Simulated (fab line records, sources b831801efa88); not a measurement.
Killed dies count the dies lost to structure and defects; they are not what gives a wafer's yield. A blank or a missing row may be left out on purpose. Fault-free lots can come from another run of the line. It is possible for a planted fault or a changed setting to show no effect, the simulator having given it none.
A struck lot beside a sound one -- flow gf180mcu -- 14 out of 602 route steps
Sound: the wafers L909.3, L909.4, L909.6. Wafers L920.4, L920.5, L920.6 were the ones struck. The cause is given at the end.
For every step that has rows: the tool of each side, followed by ch and its chambers, followed by its first start. Under that, the readings that differ: sound wafers -- struck wafers -- difference of the means -- sigmas: that difference in standard deviations of wafers without a fault.
alike: words and numbers the same on both sides, and readings whose means are apart by under 2 such deviations; not compared: readings that were withheld, readings missing a value for some wafer, numbers with overlapping values and no deviation given by the record, and bounds like >300 which may hide the same value.
The two part at a step that has a row with sigmas, a row that says differs or no value, or rows on one side only. Numbers that don't overlap but have no deviation are shown without sigmas and don't part them. Lack of a reading on every wafer of one side parts them only where that side has two or more wafers.

GF_HV_LDD_CD_MEAS_31 targets a cd of 400 nm.
  sound: cd-sem-01 at day 12 16:18; struck: cd-sem-02 at day 16 11:31
  alike: cd-nm
GF_HV_LDD_OVL_MEAS_32:
  sound: overlay-01 at day 12 16:23; struck: overlay-02 at day 16 11:36
  alike: HV_LDD_02_OVL
then, 4 steps without rows for these wafers: GF_HV_LDD_IMPLANT_33; GF_HV_LDD_IMPLANT_34; GF_HV_LDD_IMPLANT_35; GF_HV_LDD_IMPLANT_36.
GF_HV_LDD_STRIP_37: strips in O2/N2.
  sound on plasma-asher-04 ch 0,1, day 12 17:03; struck on plasma-asher-01 ch 0,1, day 16 12:15
  alike: chamber-pressure-mTorr, drypump-motor-current-A, heater-power-w, oes-product-au, strip-time-to-endpoint-s
  not compared: rf-hours-counter-h
GF_HV_LDD_TW_MEAS_38:
  sound: film-metro-03 at day 12 17:08; struck: film-metro-04 at day 16 12:20
  alike: HV_LDD_3_TW
then, 4 steps without rows for these wafers: GF_HV_LDD_DEHYDRATE_39 (time 60 s); GF_HV_LDD_HMDS_40 (prime time 60 s); GF_HV_LDD_COAT_41 (resist thk 1000 nm); GF_HV_LDD_SOFTBAKE_42 (time 60 s).
GF_HV_LDD_EXPOSE_43: exposes mask Pplus HV AREA, target cd 400 nm.
  struck on iline-stepper-01, day 17 00:10; sound on iline-stepper-01 ch 0, day 13 03:02
  no value came back on the struck wafers for exposure-dose-mJ-cm2, focus-offset-nm (nm), reticle-temp-C (C); on the sound wafers exposure-dose-mJ-cm2 reads 140.13 140.19 140.07
reading,sound,struck,difference,sigmas
model.HV_LDD.overlay-x-nm (nm),-0.8372 -0.8372 -0.8372,0.1063 0.1063 0.1063,+0.9435,
model.HV_LDD.overlay-y-nm (nm),-0.9031 -0.9031 -0.9031,-0.4035 -0.4035 -0.4035,+0.4996,
  alike: mask
then, 1 step without rows for these wafers: GF_HV_LDD_PEB_44.

## WHERE THEY PART
At GF_HV_LDD_EXPOSE_43 and nowhere else, as far as this record goes.

WHY: what the simulator had put in
Entire step skipped (iline-stepper-01, GF_HV_LDD_EXPOSE_43), from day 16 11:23 onward. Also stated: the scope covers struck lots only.
